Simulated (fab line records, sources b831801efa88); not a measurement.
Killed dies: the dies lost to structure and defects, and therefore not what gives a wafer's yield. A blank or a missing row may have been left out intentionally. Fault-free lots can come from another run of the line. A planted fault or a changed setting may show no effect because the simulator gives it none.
fab line records	flow sfq_line
[record] lots = 14	wafers = 42	last_day = 84
route steps=325 shown M5@207 R5@214 C5@247 M6@258
lots with no fault: from the same line, run without faults
start_h: the number of hours between the record's first day and the start of the first shown wafer of the lot	wait_h: time in hours since the lot's previous step	" as in the row above	L1.1+2: a single row standing in for several wafers	- value missing, or start not given	* or withheld: withheld	< > ~ a bound
route shown NAME@n: names a module that has steps shown in the file, with the first one's number in the route	usual: average and standard deviation across the fault-free wafers	same: alike in all rows	chamber/n: place in a boat	sites: per-site readings	_std_site: how widely they spread, as a standard deviation	_edge_site: inner sites' mean taken away from outer sites' mean	radius_mm: how far each site lies from the wafer's centre	mask NAME#n: copy n	behind: the most recent tool/chamber to have shaped the wafer	hold: why the lot was held/for how many hours/how that ended	device: transistor that didn't switch, given as n, p or np	end of line: the route-end tests of the same wafers	a step without rows: its recipe alone	killed: dies lost to structure and defects at the first sort, not the wafer's yield	map: dies across one wafer; x = killed, . = not, _ = none there
set.NAME: the setting that was run; set.NAME@STEP: the one run at that earlier step	model.NAME: the simulator's own value behind a step, which no gauge read
one table for each step of the route and one row for each wafer, over a sample of lots
services: when a tool's chamber went out of use (start_h, in hours from the record's first day, below 0 if earlier), for how many hours, and the reason
[[steps]]
[step SFQ_TRILAYER_M5_STRIP_STRIP_127]
[recipe] gas = O2	power_w = 200	platen_temp_c = 40	overash_fraction = 0.65	chemistry = O2	pressure_mtorr = 50
[usual] drypump_motor_current_A = 5.66/0.3	oes_product_au = 1.004/0.0067
lot.wafer	tool	chamber	start_h	wait_h	drypump_motor_current_A	oes_product_au	rf_hours_counter_h
L527.2	rie_metal-01	1	1112.31	0.1	5.47	0.991	104
L527.5	"	0	"	"	5.92	1.006	-
L527.6	"	1	"	"	5.46	0.995	-
L528.1	rie_metal-04	0	1131.51	0.1	6.12	1.003	10
L528.2	"	1	"	"	5.65	1.000	162
L528.4	"	1	"	"	5.65	1.007	-
L530.2	rie_metal-03	1	1160.31	0.1	5.26	1.010	49
L530.3	"	1	"	"	5.27	1.009	-
L530.4	"	0	"	"	5.52	0.994	-
L534.1	rie_metal-03	1	1181.91	0.1	5.32	1.013	52
L534.2	"	0	"	"	5.53	1.005	116
L534.5	"	1	"	"	5.30	1.008	-
L536.3	rie_metal-04	0	1241.41	0.3	6.13	1.003	-
L536.5	"	1	"	"	5.65	1.001	-
L536.6	"	0	"	"	6.16	1.009	-
L537.2	rie_metal-03	1	1249.61	0.1	5.27	1.011	59
L537.5	"	1	"	"	5.31	1.011	-
L537.6	"	0	"	"	5.51	1.006	-
L541.1	rie_metal-03	1	1285.04	0.1	5.27	0.997	63
L541.2	"	0	"	"	5.52	0.997	127
L541.4	"	1	"	"	5.32	1.000	-
L542.3	rie_metal-01	1	1286.44	0.3	5.47	0.991	-
L542.4	"	0	"	"	5.92	1.003	-
L542.6	"	0	"	"	5.92	1.003	-
L543.1	rie_metal-04	1	1345.09	0.1	5.64	1.008	11
L543.3	"	1	"	"	5.67	1.008	-
L543.5	"	1	"	"	5.65	1.008	-
L544.2	rie_metal-03	0	1358.27	0.1	5.51	1.002	134
L544.4	"	1	"	"	5.30	1.009	-
L544.6	"	1	"	"	5.29	0.999	-
L545.3	rie_metal-04	1	1364.52	0.3	5.64	1.005	-
L545.4	"	0	"	"	6.13	1.000	-
L545.6	"	1	"	"	5.64	1.007	-
L547.1	rie_metal-04	1	1387.13	0.1	5.69	1.011	19
L547.5	"	1	"	"	5.65	1.011	-
L547.6	"	0	"	"	6.13	1.005	-
L548.2	rie_metal-04	0	1390.28	0.1	6.09	1.016	41
L548.4	"	0	"	"	6.12	1.012	-
L548.5	"	0	"	"	6.10	1.011	-
L550.1	rie_metal-01	1	1405.84	0.1	5.48	1.002	137
L550.4	"	1	"	"	5.48	1.000	-
L550.5	"	1	"	"	5.48	0.996	-
[step SFQ_TRILAYER_R5_DEP_SPUTTER_134]
[recipe] material = Ti	base_pressure_pa = 1.33e-06	target_thk_nm = 5	power_w = 2000	time_s = 5	chamber_pressure_pa = 0.4
[usual] throttle_valve_pct = 30.6/1
lot.wafer	tool	chamber	start_h	wait_h	throttle_valve_pct
L527.2	pvd_sputter-04	-	1132.87	0.0	32.9
L527.5	"	-	"	"	30.8
L527.6	"	-	"	"	29.9
L528.1	pvd_sputter-06	-	1144.87	0.0	32.3
L528.2	"	-	"	"	29.8
L528.4	"	-	"	"	29.4
L530.2	pvd_sputter-03	-	1165.87	0.0	30.5
L530.3	"	-	"	"	31.7
L530.4	"	-	"	"	29.8
L534.1	pvd_sputter-03	-	1187.05	0.0	30.5
L534.2	"	-	"	"	30.7
L534.5	"	-	"	"	31.5
L536.3	pvd_sputter-03	-	1246.35	0.0	29.7
L536.5	"	-	"	"	30.6
L536.6	"	-	"	"	30.4
L537.2	pvd_sputter-06	-	1254.93	0.0	32.5
L537.5	"	-	"	"	32.4
L537.6	"	-	"	"	30.7
L541.1	pvd_sputter-03	-	1291.85	0.0	29.6
L541.2	"	-	"	"	30.4
L541.4	"	-	"	"	31.5
L542.3	pvd_sputter-04	-	1292.97	0.0	30.0
L542.4	"	-	"	"	30.7
L542.6	"	-	"	"	30.0
L543.1	pvd_sputter-06	-	1350.57	0.0	29.0
L543.3	"	-	"	"	30.8
L543.5	"	-	"	"	32.3
L544.2	pvd_sputter-03	-	1363.41	0.0	30.5
L544.4	"	-	"	"	30.6
L544.6	"	-	"	"	30.5
L545.3	pvd_sputter-06	-	1372.17	0.0	29.9
L545.4	"	-	"	"	30.1
L545.6	"	-	"	"	32.4
L547.1	pvd_sputter-06	-	1402.17	0.0	32.3
L547.5	"	-	"	"	32.3
L547.6	"	-	"	"	30.6
L548.2	pvd_sputter-04	-	1405.17	0.0	33.3
L548.4	"	-	"	"	30.4
L548.5	"	-	"	"	30.4
L550.1	pvd_sputter-03	-	1417.17	0.0	29.9
L550.4	"	-	"	"	30.6
L550.5	"	-	"	"	30.5
[step SFQ_TRILAYER_R5_ETCH_METAL_ETCH_139]
[recipe] stop_on = SiO2	mask_material = PR	chemistry = Cl2	target_depth_nm = 60	icp_w = 600	bias_w = 82.5	pressure_mtorr = 10	time_s = 40
[usual] bias_w = 82.50/0.24	chamber_pressure_mTorr = 9.999/0.0096	drypump_motor_current_A = 5.6/0.45	oes_product_au = 0.994/0.005
lot.wafer	tool	chamber	start_h	wait_h	bias_w	chamber_pressure_mTorr	drypump_motor_current_A	oes_product_au	rf_hours_counter_h
L527.2	rie_metal-04	0	1271.39	0.0	82.49	10.012	6.1	1.001	26
L527.5	"	0	"	"	82.36	10.005	6.1	0.996	-
L527.6	"	1	"	"	82.58	10.007	5.7	0.989	-
L528.1	rie_metal-04	1	1285.92	0.0	82.73	9.999	5.6	0.981	5
L528.2	"	0	"	"	82.79	10.006	6.1	1.001	27
L528.4	"	0	"	"	82.59	9.989	6.1	0.991	-
L530.2	rie_metal-04	1	1308.72	0.0	82.55	10.011	5.6	0.995	7
L530.3	"	1	"	"	82.44	9.994	5.6	0.989	-
L530.4	"	0	"	"	82.75	10.010	6.1	0.992	-
L534.1	rie_metal-01	0	1335.18	0.1	82.63	10.001	5.9	0.995	7
L534.2	"	0	"	"	82.82	10.009	5.9	0.987	-
L534.5	"	0	"	"	82.70	9.993	5.9	0.996	-
L536.3	rie_metal-04	0	1381.51	0.0	82.78	9.981	6.1	1.000	-
L536.5	"	1	"	"	82.24	10.007	5.7	0.997	-
L536.6	"	0	"	"	82.57	10.010	6.1	0.996	-
L537.2	rie_metal-01	0	1389.89	0.0	82.23	9.991	5.9	0.998	14
L537.5	"	1	"	"	82.30	10.002	5.5	0.994	-
L537.6	"	0	"	"	82.26	10.006	5.9	0.990	-
L541.1	rie_metal-04	1	1422.29	0.0	82.66	10.001	5.7	0.999	24
L541.2	"	0	"	"	82.32	10.018	6.1	1.002	46
L541.4	"	1	"	"	82.66	10.011	5.6	1.002	-
L542.3	rie_metal-02	1	1425.91	0.0	82.99	10.002	5.4	0.983	-
L542.4	"	0	"	"	82.53	9.981	4.7	0.999	-
L542.6	"	0	"	"	82.34	9.983	4.7	0.997	-
L543.1	rie_metal-01	0	1468.76	0.0	82.41	10.008	5.9	1.001	27
L543.3	"	0	"	"	82.47	9.997	5.9	0.990	-
L543.5	"	1	"	"	82.60	10.005	5.5	0.993	-
L544.2	rie_metal-02	1	1478.36	0.0	82.53	9.989	5.4	0.984	36
L544.4	"	0	"	"	82.67	9.981	4.7	0.998	-
L544.6	"	0	"	"	82.62	9.990	4.7	0.989	-
L545.3	rie_metal-01	0	1484.38	0.0	82.41	10.007	5.9	0.992	-
L545.4	"	1	"	"	81.82	9.998	5.5	0.992	-
L545.6	"	1	"	"	82.37	9.996	5.5	0.986	-
L547.1	rie_metal-04	0	1516.76	0.0	82.44	9.993	6.1	0.998	60
L547.5	"	1	"	"	82.76	10.004	5.7	0.997	-
L547.6	"	0	"	"	82.67	10.012	6.1	0.986	-
L548.2	rie_metal-02	1	1521.69	0.0	82.61	9.989	5.4	0.998	44
L548.4	"	0	"	"	82.49	9.994	4.7	0.998	-
L548.5	"	1	"	"	82.04	9.997	5.4	0.994	-
L550.1	rie_metal-04	1	1534.89	0.0	82.69	10.012	5.7	1.000	41
L550.4	"	0	"	"	82.28	10.009	6.1	1.002	-
L550.5	"	0	"	"	82.64	9.977	6.1	0.992	-
[step SFQ_TRILAYER_C5_BARC_OPEN_VIA_ETCH_210]
[recipe] mask_material = PR	chemistry = O2	target_depth_nm = 125	target = BARC	source_w = 500	bias_w = 80	pressure_mtorr = 30	time_s = 41.7
[usual] bias_w = 80.01/0.22	chamber_pressure_mTorr = 29.999/0.029	drypump_motor_current_A = 5.6/0.33	oes_product_au = 0.685/0.0045
lot.wafer	tool	chamber	start_h	wait_h	bias_w	chamber_pressure_mTorr	drypump_motor_current_A	oes_product_au	rf_hours_counter_h
L527.2	rie_diel-04	1	1408.68	0.0	80.29	30.026	5.4	0.682	6
L527.5	"	3	"	"	79.98	29.993	5.8	0.689	-
L527.6	"	0	"	"	79.87	29.990	5.7	0.680	-
L528.1	rie_diel-01	2	1420.08	0.0	80.11	29.968	5.8	0.685	0
L528.2	"	3	"	"	79.90	29.987	5.9	0.689	19
L528.4	"	1	"	"	79.90	30.018	5.1	0.695	16
L530.2	rie_diel-04	3	1449.73	0.0	79.81	29.991	5.8	0.685	11
L530.3	"	0	"	"	80.16	29.999	5.7	0.685	9
L530.4	"	2	"	"	79.85	29.989	5.7	0.693	16
L534.1	rie_diel-04	0	1466.65	0.0	80.29	30.013	5.7	0.679	10
L534.2	"	1	"	"	80.37	29.990	5.4	0.683	8
L534.5	"	3	"	"	80.13	29.973	5.8	0.695	-
L536.3	rie_diel-02	3	1501.45	0.0	-	-	-	-	-
L536.5	"	2	"	"	-	-	-	-	-
L536.6	"	3	"	"	-	-	-	-	-
L537.2	rie_diel-04	0	1510.96	0.0	-	-	-	-	-
L537.5	"	2	"	"	-	-	-	-	-
L537.6	"	3	"	"	-	-	-	-	-
L541.1	rie_diel-02	0	1545.28	0.0	80.06	30.054	5.5	0.685	18
L541.2	"	2	"	"	80.09	30.027	4.9	0.684	20
L541.4	"	3	"	"	80.31	30.013	5.4	0.680	21
L542.3	rie_diel-01	0	1550.08	0.0	80.13	29.973	6.1	0.686	22
L542.4	"	2	"	"	79.74	29.982	5.8	0.688	-
L542.6	"	0	"	"	80.20	29.983	6.1	0.684	-
L543.1	rie_diel-04	0	1589.68	0.0	80.26	29.966	5.7	0.685	12
L543.3	"	3	"	"	80.07	30.015	5.8	0.684	14
L543.5	"	2	"	"	79.89	30.022	5.8	0.681	-
L544.2	rie_diel-02	1	1592.09	0.0	79.89	30.008	5.7	0.684	21
L544.4	"	2	"	"	80.18	29.972	5.0	0.685	-
L544.6	"	0	"	"	79.67	29.995	5.5	0.682	-
L545.3	rie_diel-01	0	1605.30	0.0	79.71	30.005	6.1	0.690	23
L545.4	"	3	"	"	79.74	29.982	5.9	0.684	1
L545.6	"	0	"	"	80.07	30.013	6.1	0.687	-
L547.1	rie_diel-01	2	1738.39	0.0	79.99	29.999	5.8	0.676	5
L547.5	"	3	"	"	79.80	30.012	5.9	0.679	-
L547.6	"	0	"	"	79.89	29.956	6.1	0.682	-
L548.2	rie_diel-04	1	1740.79	0.0	79.89	29.979	5.3	0.693	10
L548.4	"	3	"	"	79.82	29.957	5.8	0.692	15
L548.5	"	0	"	"	80.20	29.981	5.7	0.679	-
L550.1	rie_diel-02	1	1747.99	0.0	80.04	29.963	5.7	0.689	1
L550.4	"	2	"	"	79.84	29.991	5.0	0.696	2
L550.5	"	3	"	"	79.95	29.977	5.3	0.681	-
[step SFQ_TRILAYER_C5_ETCH_VIA_ETCH_154]
[recipe] target = SiO2	mask_material = PR	chemistry = CHF3	target_depth_nm = 84	source_w = 500	bias_w = 80	pressure_mtorr = 30	time_s = withheld	stop_on = Nb
[usual] bias_w = 80.02/0.24	chamber_pressure_mTorr = 29.996/0.026	drypump_motor_current_A = 5.6/0.33	oes_product_au = 0.895/0.0082
lot.wafer	tool	chamber	start_h	wait_h	bias_w	chamber_pressure_mTorr	drypump_motor_current_A	oes_product_au
L527.2	rie_diel-04	1	1408.72	0.0	79.66	29.985	5.3	0.894
L527.5	"	3	"	"	80.24	30.007	5.8	0.888
L527.6	"	0	"	"	80.32	30.007	5.7	0.899
L528.1	rie_diel-01	2	1420.12	0.0	79.83	30.007	5.8	0.884
L528.2	"	3	"	"	80.05	29.968	5.9	0.890
L528.4	"	1	"	"	80.12	29.957	5.1	0.900
L530.2	rie_diel-04	3	1449.77	0.0	79.75	29.999	5.8	0.887
L530.3	"	0	"	"	79.86	30.012	5.7	0.887
L530.4	"	2	"	"	79.94	30.057	5.8	0.892
L534.1	rie_diel-04	0	1466.69	0.0	79.86	29.996	5.7	0.886
L534.2	"	1	"	"	80.10	29.974	5.4	0.888
L534.5	"	3	"	"	79.99	29.998	5.8	0.907
L536.3	rie_diel-02	3	1501.49	0.0	79.54	29.955	5.4	0.369
L536.5	"	2	"	"	79.79	29.995	5.0	0.375
L536.6	"	3	"	"	79.65	29.993	5.4	0.370
L537.2	rie_diel-04	0	1511.00	0.0	80.08	30.004	5.7	0.374
L537.5	"	2	"	"	80.09	29.994	5.8	0.371
L537.6	"	3	"	"	80.18	29.976	5.8	0.381
L541.1	rie_diel-02	0	1545.32	0.0	79.87	29.987	5.5	0.892
L541.2	"	2	"	"	80.16	29.937	5.0	0.893
L541.4	"	3	"	"	79.69	30.000	5.4	0.895
L542.3	rie_diel-01	0	1550.12	0.0	79.56	29.992	6.1	0.894
L542.4	"	2	"	"	80.14	30.010	5.8	0.906
L542.6	"	0	"	"	79.95	30.011	6.1	0.908
L543.1	rie_diel-04	0	1589.72	0.0	79.87	29.968	5.7	0.896
L543.3	"	3	"	"	80.12	29.946	5.8	0.890
L543.5	"	2	"	"	80.28	29.998	5.8	0.898
L544.2	rie_diel-02	1	1592.13	0.0	79.98	29.987	5.7	0.878
L544.4	"	2	"	"	80.62	29.994	5.0	0.894
L544.6	"	0	"	"	80.25	30.011	5.5	0.891
L545.3	rie_diel-01	0	1605.34	0.0	79.75	30.006	6.1	0.891
L545.4	"	3	"	"	80.06	29.932	5.9	0.910
L545.6	"	0	"	"	79.81	30.021	6.1	0.907
L547.1	rie_diel-01	2	1738.43	0.0	79.80	30.034	5.8	0.897
L547.5	"	3	"	"	80.03	30.015	5.9	0.901
L547.6	"	0	"	"	79.48	29.981	6.1	0.891
L548.2	rie_diel-04	1	1740.83	0.0	79.83	30.047	5.3	0.900
L548.4	"	3	"	"	80.16	29.987	5.8	0.891
L548.5	"	0	"	"	80.41	29.968	5.8	0.891
L550.1	rie_diel-02	1	1748.03	0.0	79.97	30.017	5.7	0.885
L550.4	"	2	"	"	79.91	29.987	5.0	0.899
L550.5	"	3	"	"	80.31	30.022	5.4	0.907
[step SFQ_TRILAYER_M6_LITHO_EXPOSE_160]
[recipe] mask_id = M6	na = 0.6	source_shape = conventional	sigma_outer = 0.65	target_cd_nm = 500	dose_mj = 14.4
[usual] exposure_dose_mJ_cm2 = 14.403/0.013	focus_offset_nm = 0.0/0.56
lot.wafer	tool	chamber	start_h	wait_h	mask	exposure_dose_mJ_cm2	focus_offset_nm
L527.2	krf_scanner-01	0	1522.69	-	M6#0	14.389	-0.4
L527.5	"	0	"	"	M6#0	14.419	-0.3
L527.6	"	0	"	"	M6#0	14.419	0.7
L528.1	krf_scanner-01	0	1538.09	-	M6#0	14.422	-0.1
L528.2	"	0	"	"	M6#0	14.421	0.3
L528.4	"	0	"	"	M6#0	14.411	0.1
L530.2	krf_scanner-01	0	1564.69	-	M6#0	14.398	-0.6
L530.3	"	0	"	"	M6#0	14.400	-0.3
L530.4	"	0	"	"	M6#0	14.374	-0.6
L534.1	krf_scanner-01	0	1582.49	-	M6#0	14.396	-0.2
L534.2	"	0	"	"	M6#0	14.401	-0.4
L534.5	"	0	"	"	M6#0	14.393	-0.1
L536.3	krf_scanner-02	-	1617.49	-	M6#0	-	-
L536.5	"	-	"	"	M6#0	-	-
L536.6	"	-	"	"	M6#0	-	-
L537.2	krf_scanner-02	-	1630.49	-	M6#0	-	-
L537.5	"	-	"	"	M6#0	-	-
L537.6	"	-	"	"	M6#0	-	-
L541.1	krf_scanner-02	0	1661.49	-	M6#0	14.362	0.0
L541.2	"	0	"	"	M6#0	14.383	-1.2
L541.4	"	0	"	"	M6#0	14.379	-0.7
L542.3	krf_scanner-02	0	1666.69	-	M6#0	14.417	-0.7
L542.4	"	0	"	"	M6#0	14.404	0.5
L542.6	"	0	"	"	M6#0	14.422	0.3
L543.1	krf_scanner-01	0	1692.82	-	M6#0	14.424	-0.8
L543.3	"	0	"	"	M6#0	14.415	-0.5
L543.5	"	0	"	"	M6#0	14.428	-0.2
L544.2	krf_scanner-01	0	1695.42	-	M6#0	14.410	0.8
L544.4	"	0	"	"	M6#0	14.399	0.6
L544.6	"	0	"	"	M6#0	14.400	0.3
L545.3	krf_scanner-01	0	1707.62	-	M6#0	14.407	0.3
L545.4	"	0	"	"	M6#0	14.396	-0.1
L545.6	"	0	"	"	M6#0	14.405	0.4
L547.1	krf_scanner-01	0	1741.14	-	M6#0	14.406	1.0
L547.5	"	0	"	"	M6#0	14.398	0.9
L547.6	"	0	"	"	M6#0	14.410	1.2
L548.2	krf_scanner-01	0	1742.90	-	M6#0	14.402	0.6
L548.4	"	0	"	"	M6#0	14.405	-0.2
L548.5	"	0	"	"	M6#0	14.400	-0.1
L550.1	krf_scanner-01	0	1751.06	-	M6#0	14.411	0.3
L550.4	"	0	"	"	M6#0	14.426	-0.1
L550.5	"	0	"	"	M6#0	14.408	0.4
[[services]]
tool	chamber	start_h	hours	kind
krf_scanner-01	-	1089.13	0.8	pm
krf_scanner-01	-	1098.28	1.0	pm
rie_metal-04	0	1137.44	3.5	repair
rie_diel-04	0	1150.52	3.9	repair
rie_diel-04	0	1174.59	6.9	repair
krf_scanner-01	-	1177.30	3.3	repair
krf_scanner-01	-	1209.05	4.4	pm
rie_diel-04	-	1213.47	0.3	repair
krf_scanner-01	-	1216.61	6.4	repair
krf_scanner-01	-	1257.42	0.8	pm
krf_scanner-01	-	1260.57	4.0	pm
krf_scanner-01	-	1264.60	1.3	pm
krf_scanner-01	-	1267.27	1.0	pm
rie_diel-04	-	1283.83	14.6	pm
krf_scanner-01	-	1370.17	0.6	repair
rie_diel-04	2	1402.94	16.3	repair
rie_diel-04	0	1437.96	11.0	repair
rie_diel-04	2	1461.70	5.4	repair
rie_diel-04	1	1510.22	60.7	repair
rie_diel-04	1	1591.04	7.2	repair
rie_diel-04	-	1596.31	2.8	pm
rie_diel-04	3	1650.05	6.5	repair
rie_metal-04	-	1653.01	2.8	pm
rie_diel-04	-	1662.88	0.8	repair
[[key]]
[first_sign] step = SFQ_TRILAYER_C5_BARC_OPEN_VIA_ETCH_210	reading = tool_record	direction = missing
[effect] step = SFQ_TRILAYER_C5_ETCH_VIA_ETCH_154	reading = oes_product_au	direction = down	sigmas = 64	usual = 0.895	struck = 0.373
[effect] step = SFQ_TRILAYER_M6_LITHO_EXPOSE_160	reading = tool_record	direction = missing
met_at SFQ_TRILAYER_C5_BARC_OPEN_VIA_ETCH_210
struck_lots L536,L537
not_acting_at SFQ_TRILAYER_M5_STRIP_STRIP_127,SFQ_TRILAYER_R5_DEP_SPUTTER_134,SFQ_TRILAYER_R5_ETCH_METAL_ETCH_139
onset_between 1466.65 1501.45
[fault] kind = skipped_step_whole	tool = rie_diel-02,rie_diel-04	chamber = -	onset_h = 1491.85	steps = SFQ_TRILAYER_C5_BARC_OPEN_VIA_ETCH_210	scope = struck_lots_only
